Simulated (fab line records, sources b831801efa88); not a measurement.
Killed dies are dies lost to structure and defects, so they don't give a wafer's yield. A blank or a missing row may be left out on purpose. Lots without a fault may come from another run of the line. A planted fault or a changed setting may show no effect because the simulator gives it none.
fab line records | flow sky130 | part 1 of 2: steps 1 to 43 of 45
record lots=6 wafers=18 last_day=50
route steps=708 shown POLY_GATE@205 RES_PROTECT@206 LDD_N@237 LDD_LDN@303 POLY_CUT@318 PAD_OPEN@708
lots that met no fault: from a run of the same line without faults
start_h: hours from the record's first day to the start of the lot's first wafer shown | wait_h: hours since the lot's step before | " the same as in the row above | L1.1+2: a row that stands for several wafers | - no value, or no start given | * or withheld: withheld | < > ~ a bound
route shown NAME@n: a module of which the file shows steps, and the number in the route of the first | usual: mean/standard deviation of fault-free wafers | same: alike in all rows | chamber/n: place in a boat | sites: the reading at each site | _std_site: their standard deviation | _edge_site: outer sites' mean less inner sites' | radius_mm: how far each site lies from the wafer's centre | mask NAME#n: copy n | behind: the tool/chamber that last shaped the wafer | hold: why the lot was held/for how many hours/how that ended | device: the transistor (n, p or np) that didn't switch | end of line: the same wafers' tests at the end of the route | a step without rows: its recipe alone | killed: dies lost to structure and defects at the first sort, not the wafer's yield | map: a wafer's dies, x killed, . not, _ none there
set.NAME: the setting as run; set.NAME@STEP: as run at that earlier step | model.NAME: the simulator's own value behind a step, which no gauge read
lots at some steps of the route; a table a step, a row a wafer
services: from which hour (start_h, from the record's first day; less than 0 if before it) a tool's chamber was out of use, for how many hours, and why
## steps
# step SKY_POLY_GATE_THK_MEAS_01
# recipe reads=poly-Si_of_POLY_GATE_CVD_00
# usual POLY_GATE_CVD_00_THK=179.3/1.4
# columns lot.wafer tool chamber start_h wait_h POLY_GATE_CVD_00_THK[nm]
L487.1 film_metro-02 - 382.79 0.0 178.0
L487.3 " - " " 177.8
L487.6 " - " " 179.7
L488.4 film_metro-02 - 385.83 0.1 178.0
L488.5 " - " " 180.0
L488.6 " - " " 179.5
L495.1 film_metro-03 - 409.99 0.0 177.8
L495.2 " - " " 180.0
L495.4 " - " " 179.5
L496.1 film_metro-02 - 418.15 0.0 178.2
L496.3 " - " " 178.4
L496.5 " - " " 176.2
L503.1 film_metro-03 - 485.64 0.0 180.6
L503.2 " - " " 180.9
L503.3 " - " " 181.0
L505.2 film_metro-03 - 502.59 0.0 179.4
L505.4 " - " " 179.9
L505.5 " - " " 179.2
# step SKY_RES_PROTECT_DEHYDRATE_00
# recipe temp_c=200 time_s=60
# step SKY_RES_PROTECT_HMDS_01
# recipe prime_time_s=60 prime_temp_c=120
# step SKY_RES_PROTECT_COAT_02
# recipe resist=NOVOLAK spin_rpm=3000 resist_thk_nm=1140
# step SKY_RES_PROTECT_SOFTBAKE_03
# recipe temp_c=90 time_s=60 resist=NOVOLAK
# step SKY_RES_PROTECT_EXPOSE_04
# recipe mask_id=RPM na=0.6 source_shape=conventional sigma_outer=0.6 polarization=unpolarized target_cd_nm=1270 dose_mj=131
# step SKY_RES_PROTECT_PEB_05
# recipe temp_c=withheld time_s=* resist=NOVOLAK
# step SKY_RES_PROTECT_DEVELOP_06
# recipe resist=NOVOLAK developer=TMAH develop_time_s=60 dev_temp_c=23
# step SKY_POLY_GATE_IMPLANT_02
# recipe species=P energy_kev=30.48 dose_cm2=7.7e+15 tilt_deg=0
# step SKY_RES_PROTECT_STRIP_07
# recipe chemistry=O2/N2 power_w=1400 pressure_mtorr=1500 platen_temp_c=withheld o2_flow_sccm=3000 n2_flow_sccm=300 overash_fraction=0.5
# usual drypump_motor_current_A=5.8/0.32 oes_product_au=0.515/0.0045 strip_time_to_endpoint_s=23.44/0.042
# columns lot.wafer tool chamber start_h wait_h drypump_motor_current_A oes_product_au rf_hours_counter_h strip_time_to_endpoint_s
L487.1 plasma_asher-04 0 410.40 0.1 5.6 0.513 72 23.49
L487.3 " 0 " " 5.6 0.513 - 23.42
L487.6 " 1 " " 6.2 0.513 - 23.48
L488.4 plasma_asher-01 0 414.06 0.1 6.0 0.524 - 23.43
L488.5 " 1 " " 6.3 0.511 - 23.44
L488.6 " 0 " " 6.0 0.510 - 23.43
L495.1 plasma_asher-04 0 439.52 0.1 5.6 0.518 1 23.38
L495.2 " 1 " " 6.2 0.518 1 23.39
L495.4 " 0 " " 5.6 0.515 - 23.38
L496.1 plasma_asher-01 1 447.87 0.1 6.3 0.512 33 23.42
L496.3 " 1 " " 6.3 0.519 - 23.45
L496.5 " 1 " " 6.3 0.520 - 23.40
L503.1 plasma_asher-03 1 515.50 0.1 5.4 0.511 68 23.47
L503.2 " 0 " " 5.6 0.520 68 23.46
L503.3 " 1 " " 5.4 0.511 - 23.50
L505.2 plasma_asher-03 1 532.52 0.1 5.4 0.513 69 23.50
L505.4 " 0 " " 5.7 0.519 - 23.45
L505.5 " 1 " " 5.4 0.521 - 23.44
# step SKY_RES_PROTECT_TW_MEAS_08
# usual POLY_GATE_TW=4061/36
# columns lot.wafer tool chamber start_h wait_h POLY_GATE_TW
L487.1 film_metro-03 - 410.50 0.1 4088
L487.3 " - " " 4104
L487.6 " - " " 4098
L488.4 film_metro-01 - 414.15 0.1 4069
L488.5 " - " " 4115
L488.6 " - " " 4116
L495.1 film_metro-02 - 439.62 0.1 4018
L495.2 " - " " 4033
L495.4 " - " " 4024
L496.1 film_metro-02 - 447.97 0.1 4008
L496.3 " - " " 3999
L496.5 " - " " 4007
L503.1 film_metro-03 - 515.60 0.1 4134
L503.2 " - " " 4109
L503.3 " - " " 4108
L505.2 film_metro-02 - 532.63 0.1 4042
L505.4 " - " " 4011
L505.5 " - " " 4037
# step SKY_RES_PROTECT_CLEAN_09
# recipe chemistry=SC1/SC2 mix=1:4:20 temp_c=70 time_s=150 dry=n2_spin
# step SKY_POLY_GATE_CVD_03
# recipe material=Si3N4 precursor=DCS/NH3 target_thk_nm=75 temp_c=770 time_s=1290 pressure_mtorr=250
# usual spike_tc_centre_C=770.7/1.6 zone_power_lower_pct=13.11/0.25
# columns lot.wafer tool chamber start_h wait_h spike_tc_centre_C zone_power_lower_pct model.Si3N4_of_POLY_GATE_CVD_03.thk_nm
L487.1 lpcvd-02 1 415.13 4.5 768.5 13.59 76.08
L487.3 " 1 " " 769.8 13.28 76.11
L487.6 " 1 " " 769.1 13.00 75.78
L488.4 lpcvd-02 1 415.13 0.9 770.5 13.35 75.77
L488.5 " 1 " " 769.6 13.18 75.27
L488.6 " 1 " " 767.1 13.11 75.2
L495.1 lpcvd-02 0 440.51 0.8 771.8 12.84 97.87
L495.2 " 0 " " 773.9 13.04 98.51
L495.4 " 0 " " 771.4 12.93 98.54
L496.1 lpcvd-02 0 448.08 0.0 770.9 13.09 98.65
L496.3 " 0 " " 773.9 12.95 98.53
L496.5 " 0 " " 772.3 12.83 99.37
L503.1 lpcvd-02 0 516.22 0.5 772.9 13.03 74.97
L503.2 " 0 " " 773.9 13.08 75.07
L503.3 " 0 " " 773.2 12.93 74.75
L505.2 lpcvd-02 0 534.34 1.6 771.8 13.08 76.14
L505.4 " 0 " " 771.6 12.92 75.92
L505.5 " 0 " " 772.8 12.81 75.61
# step SKY_POLY_GATE_THK_MEAS_04
# recipe reads=Si3N4_of_POLY_GATE_CVD_03
# usual POLY_GATE_CVD_03_THK=75.3/0.62
# columns lot.wafer tool chamber start_h wait_h POLY_GATE_CVD_03_THK[nm]
L487.1 film_metro-03 - 417.17 0.0 76.1
L487.3 " - " " 76.1
L487.6 " - " " 75.8
L488.4 film_metro-02 - 417.21 0.0 75.8
L488.5 " - " " 75.3
L488.6 " - " " 75.3
L495.1 film_metro-03 - 441.86 0.0 97.8
L495.2 " - " " 98.5
L495.4 " - " " 98.6
L496.1 film_metro-04 - 449.44 0.0 98.7
L496.3 " - " " 98.5
L496.5 " - " " 99.5
L503.1 film_metro-02 - 517.58 0.0 75.0
L503.2 " - " " 75.0
L503.3 " - " " 74.8
L505.2 film_metro-02 - 536.39 0.0 76.1
L505.4 " - " " 75.9
L505.5 " - " " 75.6
# step SKY_POLY_GATE_DEHYDRATE_05
# recipe temp_c=200 time_s=60
# step SKY_POLY_GATE_HMDS_06
# recipe prime_time_s=60 prime_temp_c=120
# step SKY_POLY_GATE_COAT_07
# recipe resist=BARC temp_c=withheld time_s=withheld spin_rpm=3000 resist_thk_nm=110
# step SKY_POLY_GATE_COAT_08
# recipe resist=KrF-thick spin_rpm=3000 resist_thk_nm=450
# step SKY_POLY_GATE_SOFTBAKE_09
# recipe temp_c=100 time_s=90 resist=KrF-thick
# step SKY_POLY_GATE_EXPOSE_10
# recipe mask_id=P1M na=0.68 source_shape=conventional sigma_outer=0.6 target_cd_nm=150 dose_mj=28
# step SKY_POLY_GATE_PEB_11
# recipe peb_temp_c=withheld peb_time_s=withheld resist=KrF-thick
# step SKY_POLY_GATE_DEVELOP_12
# recipe develop_time_s=60 resist=KrF-thick dev_temp_c=21
# step SKY_POLY_GATE_CD_MEAS_13
# recipe target_cd_nm=150
# usual cd_nm=150.0/1.5
# columns lot.wafer tool chamber start_h wait_h cd_nm
L487.1 cd_sem-02 - 445.67 - 152.2
L487.3 " - " " 151.3
L487.6 " - " " 152.0
L488.4 cd_sem-02 - 446.68 - 148.9
L488.5 " - " " 151.4
L488.6 " - " " 150.2
L495.1 cd_sem-02 - 472.36 - 149.7
L495.2 " - " " 149.4
L495.4 " - " " 149.2
L496.1 cd_sem-02 - 479.91 - 152.3
L496.3 " - " " 150.9
L496.5 " - " " 152.0
L503.1 cd_sem-01 - 547.26 - 151.9
L503.2 " - " " 151.5
L503.3 " - " " 151.6
L505.2 cd_sem-02 - 565.84 - 148.4
L505.4 " - " " 148.2
L505.5 " - " " 149.7
# step SKY_POLY_GATE_OVL_MEAS_14
# usual POLY_GATE_OVL=-1/6.5
# columns lot.wafer tool chamber start_h wait_h POLY_GATE_OVL[nm]
L487.1 overlay-01 - 445.79 0.1 -2
L487.3 " - " " -1
L487.6 " - " " -4
L488.4 overlay-02 - 446.76 0.1 -8
L488.5 " - " " -8
L488.6 " - " " -16
L495.1 overlay-02 - 472.48 0.1 -2
L495.2 " - " " -3
L495.4 " - " " -1
L496.1 overlay-02 - 480.03 0.1 8
L496.3 " - " " 7
L496.5 " - " " 8
L503.1 overlay-02 - 547.38 0.1 5
L503.2 " - " " 4
L503.3 " - " " 7
L505.2 overlay-02 - 565.95 0.1 11
L505.4 " - " " 8
L505.5 " - " " 3
# step SKY_POLY_GATE_ETCH_15
# recipe chemistry=N2/H2 target=BARC ion_energy_ev=200 source_w=500 bias_w=100 pressure_mtorr=30 n2_flow_sccm=100 h2_flow_sccm=200 stop_on=SiO2 time_s=118.5 target_depth_a=1100
# usual drypump_motor_current_A=5.7/0.48 oes_product_au=0.716/0.0042 throttle_valve_pct=13.212/0.0083
# columns lot.wafer tool chamber start_h wait_h drypump_motor_current_A oes_product_au rf_hours_counter_h throttle_valve_pct
L487.1 rie_diel-01 1 445.83 0.0 5.7 0.718 10 13.214
L487.3 " 0 " " 5.6 0.715 23 13.215
L487.6 " 1 " " 5.7 0.711 - 13.224
L488.4 rie_diel-04 1 446.78 0.0 5.2 0.714 13 13.214
L488.5 " 3 " " 6.1 0.716 - 13.209
L488.6 " 2 " " 5.0 0.716 - 13.217
L495.1 rie_diel-04 0 472.52 0.0 6.5 0.719 78 13.211
L495.2 " 3 " " 6.1 0.716 5 13.209
L495.4 " 2 " " 5.0 0.715 62 13.209
L496.1 rie_diel-04 0 480.07 0.0 6.4 0.724 78 13.208
L496.3 " 1 " " 5.2 0.714 13 13.219
L496.5 " 3 " " 6.1 0.703 - 13.225
L503.1 rie_diel-01 3 547.42 0.0 6.1 0.720 2 13.207
L503.2 " 0 " " 5.6 0.715 25 13.213
L503.3 " 1 " " 5.7 0.710 12 13.217
L505.2 rie_diel-04 0 565.98 0.0 6.4 0.723 80 13.220
L505.4 " 2 " " 5.0 0.728 64 13.223
L505.5 " 1 " " 5.1 0.711 - 13.223
# step SKY_POLY_GATE_ETCH_16
# recipe stop_on=poly-Si chemistry=CH3F/O2 target=Si3N4 source_w=400 bias_w=80 pressure_mtorr=25 ch3f_flow_sccm=40 O2_flow_sccm=30 time_s=147.5 target_depth_a=750
# usual drypump_motor_current_A=5.7/0.48 oes_product_au=0.641/0.005 throttle_valve_pct=10.535/0.0093
# columns lot.wafer tool chamber start_h wait_h drypump_motor_current_A oes_product_au rf_hours_counter_h throttle_valve_pct model.etch.depth_nm
L487.1 rie_diel-01 1 445.91 0.0 5.7 0.643 10 10.529 76.08
L487.3 " 0 " " 5.6 0.645 23 10.535 76.11
L487.6 " 1 " " 5.7 0.635 - 10.531 75.78
L488.4 rie_diel-04 1 446.86 0.0 5.1 0.643 13 10.520 75.77
L488.5 " 3 " " 6.1 0.641 - 10.546 75.27
L488.6 " 2 " " 5.0 0.639 - 10.526 75.2
L495.1 rie_diel-04 0 472.60 0.0 6.4 0.722 78 10.540 97.87
L495.2 " 3 " " 6.1 0.721 6 10.542 98.51
L495.4 " 2 " " 5.0 0.725 62 10.552 98.54
L496.1 rie_diel-04 0 480.15 0.0 6.4 0.717 78 10.531 98.65
L496.3 " 1 " " 5.1 0.708 14 10.559 98.53
L496.5 " 3 " " 6.1 0.726 - 10.561 99.37
L503.1 rie_diel-01 3 547.50 0.0 6.1 0.647 2 10.548 74.97
L503.2 " 0 " " 5.6 0.637 25 10.520 75.07
L503.3 " 1 " " 5.7 0.642 12 10.546 74.75
L505.2 rie_diel-04 0 566.06 0.0 6.4 0.644 80 10.548 76.14
L505.4 " 2 " " 5.0 0.640 64 10.532 75.92
L505.5 " 1 " " 5.1 0.641 - 10.531 75.61
# step SKY_POLY_GATE_ETCH_17
# recipe target_depth_nm=180 stop_on=SiO2 over_etch_frac=0.56667 chemistry=HBr/Cl2 target=poly-Si icp_w=400 bias_w=100 pressure_mtorr=10 HBr_flow_sccm=150 Cl2_flow_sccm=50 time_s=70.5
# usual HBr_flow_sccm=149.9/0.43 drypump_motor_current_A=5.8/0.43 mfc_cl2_sccm=50.00/0.15 oes_product_au=0.986/0.0085 throttle_valve_pct=33.684/0.0093
# columns lot.wafer tool chamber start_h wait_h HBr_flow_sccm drypump_motor_current_A mfc_cl2_sccm oes_product_au rf_hours_counter_h throttle_valve_pct
L487.1 rie_si-02 3 446.01 0.0 149.6 6.2 50.07 0.989 3 33.685
L487.3 " 0 " " 150.3 5.6 50.02 0.983 6 33.690
L487.6 " 1 " " 150.4 5.6 50.16 0.976 - 33.671
L488.4 rie_si-02 0 446.96 0.0 150.3 5.6 49.82 0.985 6 33.686
L488.5 " 0 " " 150.2 5.6 49.95 0.997 - 33.691
L488.6 " 3 " " 150.2 6.2 49.93 0.995 - 33.678
L495.1 rie_si-01 0 472.70 0.0 150.6 5.5 50.17 0.983 66 33.693
L495.2 " 1 " " 149.9 6.3 50.26 1.004 2 33.695
L495.4 " 1 " " 150.0 6.3 50.24 0.993 - 33.670
L496.1 rie_si-02 0 480.25 0.0 149.9 5.6 50.04 0.986 6 33.706
L496.3 " 3 " " 150.3 6.2 49.72 0.993 4 33.669
L496.5 " 3 " " 150.2 6.2 50.12 0.976 - 33.684
L503.1 rie_si-01 3 547.60 0.0 149.4 5.8 50.05 0.998 0 33.676
L503.2 " 0 " " 150.1 5.5 50.07 0.982 0 33.678
L503.3 " 1 " " 150.4 6.3 50.04 0.997 2 33.681
L505.2 rie_si-01 1 566.16 0.0 150.1 6.3 50.00 0.995 2 33.690
L505.4 " 3 " " 149.6 5.8 50.13 0.984 0 33.685
L505.5 " 1 " " 150.4 6.3 50.01 0.989 - 33.675
# step SKY_POLY_GATE_STRIP_18
# recipe chemistry=O2/N2 power_w=1451 pressure_mtorr=1500 platen_temp_c=withheld o2_flow_sccm=3000 n2_flow_sccm=300 overash_fraction=0.5
# usual drypump_motor_current_A=5.72/0.25 oes_product_au=0.361/0.0055 strip_time_to_endpoint_s=3.08/0.049
# columns lot.wafer tool chamber start_h wait_h drypump_motor_current_A oes_product_au rf_hours_counter_h strip_time_to_endpoint_s
L487.1 plasma_asher-03 1 446.06 0.0 5.38 0.363 60 3.03
L487.3 " 0 " " 5.66 0.362 - 3.05
L487.6 " 1 " " 5.40 0.361 - 3.12
L488.4 plasma_asher-02 0 447.05 0.1 5.63 0.362 - 3.11
L488.5 " 0 " " 5.63 0.361 - 3.02
L488.6 " 1 " " 5.77 0.365 - 3.10
L495.1 plasma_asher-04 0 472.76 0.0 5.60 0.368 4 3.05
L495.2 " 1 " " 6.20 0.358 4 2.96
L495.4 " 1 " " 6.19 0.361 - 3.10
L496.1 plasma_asher-04 1 480.31 0.0 6.20 0.366 5 3.04
L496.3 " 0 " " 5.59 0.369 - 3.13
L496.5 " 0 " " 5.59 0.358 - 3.01
L503.1 plasma_asher-02 1 547.66 0.0 5.78 0.355 89 3.06
L503.2 " 0 " " 5.61 0.353 89 3.03
L503.3 " 0 " " 5.62 0.367 - 3.10
L505.2 plasma_asher-02 1 566.21 0.0 5.79 0.355 90 3.06
L505.4 " 0 " " 5.61 0.357 - 3.11
L505.5 " 0 " " 5.61 0.355 - 3.11
# step SKY_POLY_GATE_CLEAN_19
# recipe chemistry=SC1/SC2 mix=1:4:20 temp_c=70 time_s=150 dry=n2_spin
# step SKY_POLY_GATE_OXIDATION_20
# recipe temp_c=850 ambient=O2 stabilise_s=600 purge_s=300 target_thk_a=40 ox_time_s=899
# step SKY_POLY_GATE_THK_MEAS_21
# recipe reads=SiO2_of_POLY_GATE_OXIDATION_20
# usual POLY_GATE_OXIDATION_THK=3.98/0.08
# columns lot.wafer tool chamber start_h wait_h POLY_GATE_OXIDATION_THK[nm]
L487.1 film_metro-03 - 450.26 0.0 3.99
L487.3 " - " " 3.97
L487.6 " - " " 4.04
L488.4 film_metro-04 - 450.29 0.0 4.06
L488.5 " - " " 4.07
L488.6 " - " " 4.11
L495.1 film_metro-04 - 474.16 0.0 4.01
L495.2 " - " " 4.04
L495.4 " - " " 4.03
L496.1 film_metro-04 - 481.71 0.0 4.01
L496.3 " - " " 4.13
L496.5 " - " " 4.12
L503.1 film_metro-04 - 549.23 0.0 3.95
L503.2 " - " " 4.03
L503.3 " - " " 3.94
L505.2 film_metro-04 - 568.17 0.0 3.91
L505.4 " - " " 3.91
L505.5 " - " " 3.85
# step SKY_POLY_GATE_CD_MEAS_22
# usual cd_nm=150/3.4
# columns lot.wafer tool chamber start_h wait_h cd_nm
L487.1 cd_sem-01 - 450.32 0.1 153
L487.3 " - " " 153
L487.6 " - " " 151
L488.4 cd_sem-01 - 450.58 0.3 145
L488.5 " - " " 148
L488.6 " - " " 150
L495.1 cd_sem-02 - 474.22 0.1 152
L495.2 " - " " 147
L495.4 " - " " 150
L496.1 cd_sem-02 - 481.82 0.1 154
L496.3 " - " " 147
L496.5 " - " " 147
L503.1 cd_sem-02 - 549.29 0.1 155
L503.2 " - " " 153
L503.3 " - " " 149
L505.2 cd_sem-01 - 568.25 0.1 149
L505.4 " - " " 150
L505.5 " - " " 145
# step SKY_LDD_N_DEHYDRATE_00
# recipe temp_c=200 time_s=60
# step SKY_LDD_N_HMDS_01
# recipe prime_time_s=60 prime_temp_c=120
# step SKY_LDD_N_COAT_02
# recipe resist=NOVOLAK spin_rpm=3000 resist_thk_nm=300
# step SKY_LDD_N_SOFTBAKE_03
# recipe temp_c=90 time_s=60 resist=NOVOLAK
# step SKY_LDD_N_EXPOSE_04
# recipe mask_id=NTM target_cd_nm=840 na=0.6 source_shape=conventional sigma_outer=0.6 dose_mj=110
# step SKY_LDD_N_PEB_05
# recipe temp_c=withheld time_s=* resist=NOVOLAK
# step SKY_LDD_N_DEVELOP_06
# recipe develop_time_s=60 dev_temp_c=23
# step SKY_LDD_N_OVL_MEAS_07
# usual LDD_N_OVL=-0.5/1.4
# columns lot.wafer tool chamber start_h wait_h LDD_N_OVL[nm]
L487.1 overlay-02 - 481.22 0.1 -0.5
L487.3 " - " " 0.8
L487.6 " - " " 1.1
L488.4 overlay-02 - 481.54 0.1 -2.2
L488.5 " - " " -2.7
L488.6 " - " " -2.1
L495.1 overlay-02 - 504.70 0.1 -3.1
L495.2 " - " " -2.3
L495.4 " - " " -1.6
L496.1 overlay-01 - 512.42 0.1 -1.3
L496.3 " - " " -1.4
L496.5 " - " " 0.5
L503.1 overlay-01 - 579.10 0.1 -2.3
L503.2 " - " " -1.8
L503.3 " - " " -2.7
L505.2 overlay-01 - 596.92 0.1 0.8
L505.4 " - " " -1.0
L505.5 " - " " 0.0
# step SKY_LDD_N_IMPLANT_08
# recipe species=As energy_kev=20 dose_cm2=7.5e+13 tilt_deg=withheld rotation_deg=23
# step SKY_LDD_N_IMPLANT_09
# recipe species=As energy_kev=20 dose_cm2=7.5e+13 tilt_deg=withheld rotation_deg=113
# step SKY_LDD_LDN_CLEAN_14
# recipe chemistry=SC1/SC2 mix=1:4:20 temp_c=70 time_s=150 dry=n2_spin
# columns lot.wafer tool chamber start_h wait_h model.Si3N4_of_POLY_GATE_CVD_03.thk_nm
L487.1 wet_bench-02 2 605.51 0.1 75.95
L487.3 " 2 " " 75.98
L487.6 " 2 " " 75.65
L488.4 wet_bench-03 1 606.11 0.0 75.63
L488.5 " 1 " " 75.14
L488.6 " 1 " " 75.07
L495.1 wet_bench-04 2 623.60 0.1 97.73
L495.2 " 2 " " 98.37
L495.4 " 2 " " 98.4
L496.1 wet_bench-03 3 634.45 0.1 98.51
L496.3 " 3 " " 98.39
L496.5 " 3 " " 99.23
L503.1 wet_bench-04 3 695.21 0.1 74.83
L503.2 " 3 " " 74.94
L503.3 " 3 " " 74.61
L505.2 wet_bench-04 0 714.57 0.0 76
L505.4 " 0 " " 75.79
L505.5 " 0 " " 75.48
## key
first_sign step=SKY_POLY_GATE_THK_MEAS_04 reading=POLY_GATE_CVD_03_THK direction=up sigmas=37 usual=75.3 struck=98.6
effect step=SKY_POLY_GATE_ETCH_16 reading=oes_product_au direction=up sigmas=16 usual=0.641 struck=0.720
effect step=SKY_POLY_CUT_ETCH_11 reading=oes_product_au direction=up sigmas=20 usual=0.831 struck=0.968
model_effect step=SKY_POLY_GATE_CVD_03 value=Si3N4_of_POLY_GATE_CVD_03.thk_nm without=75 struck=98.58
model_effect step=SKY_POLY_GATE_ETCH_16 value=etch.depth_nm without=75 struck=98.58
model_effect step=SKY_LDD_LDN_CLEAN_14 value=Si3N4_of_POLY_GATE_CVD_03.thk_nm without=74.86 struck=98.44
model_effect step=SKY_POLY_CUT_ETCH_11 value=POLY_CUT.feature_depth_nm without=61.78 struck=81.23
model_effect step=SKY_PAD_OPEN_PROBE_99 value=etest.licon_poly.rc_ohm without=151.7 struck=147.5
met_at SKY_POLY_GATE_CVD_03
struck_wafers L495.1,L495.2,L495.4,L496.1,L496.3,L496.5
sort_left_out L495.1,L495.2,L495.4,L496.1,L496.3,L496.5
tester_left_out L495,L496
onset_between 415.13 440.51
fault kind=process_parameter_drift tool=lpcvd-02 chamber=- onset_h=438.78 steps=SKY_POLY_GATE_CVD_03 channel=target_thk_nm offset=23.578 shape=step end_h=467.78 acts_in=these_recipes_only stated=75
# tester_left_out: of these lots the tester's yield and bins aren't shown, on N5 and GAA mostly nor the transistor test; their killed dies are dies lost to structure and defects alone, not to doping, threshold or leakage, so they don't give the yield
# sort_left_out: the simulated sort isn't trusted on such a fault, so these wafers' sort isn't shown, and their yield isn't known
